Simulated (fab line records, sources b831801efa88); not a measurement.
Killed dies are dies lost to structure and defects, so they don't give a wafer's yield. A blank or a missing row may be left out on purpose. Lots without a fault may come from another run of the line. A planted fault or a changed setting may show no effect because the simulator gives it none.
Chamber matching | flow gf180mcu | GF_CONTACT_CMP_27 on cmp-01: 4 sister chambers
The step polishes, stops on SiO2, t overpolish 15 s, target thk 0 nm. 4 wafers are shown with their chamber, then 7 later ones without.

WAFERS WITH THEIR CHAMBER
wafer  | chamber | motor_current_A (A)
L432.5 | 1       | 10.6
L432.6 | 0       | 10.5
L433.1 | 2       | 10.1
L433.3 | 3       | 13.7

WAFERS WITHOUT THEIR CHAMBER
wafer  | motor_current_A (A)
L433.6 | 12.5
L434.1 | 9.6
L434.5 | 10.7
L434.6 | 10.5
L449.2 | 12.9
L449.5 | 10.5
L449.6 | 10.1

WHICH CHAMBER EACH WENT THROUGH
wafer  | from the rows above          | in truth
L433.6 | can't be placed: 3 or 1 or 0 | 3
L434.1 | can't be placed: 2 or 0 or 1 | 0
L434.5 | can't be placed: 1 or 0 or 2 | 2
L434.6 | can't be placed: 0 or 1 or 2 | 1
L449.2 | 3                            | 3
L449.5 | can't be placed: 0 or 1 or 2 | 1
L449.6 | can't be placed: 2 or 0 or 1 | 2
Placed correctly: 1 of 7. Can't be placed from these rows: 6 (the true chamber is among the candidates in 6). Placed wrongly: 0.
How it was worked out, from the rows above alone: a wafer's distance from a chamber is the root of the sum, over the readings, of the square of ((its reading less the chamber's mean) divided by the reading's scatter). The wafer belongs to the nearest chamber; if the next one is less than 2 further off, it can't be placed. A chamber's mean is the mean of its shown wafers. The scatter: with one shown wafer a chamber, the root of the mean of the squares of how far each hidden wafer lies from its nearest shown one.
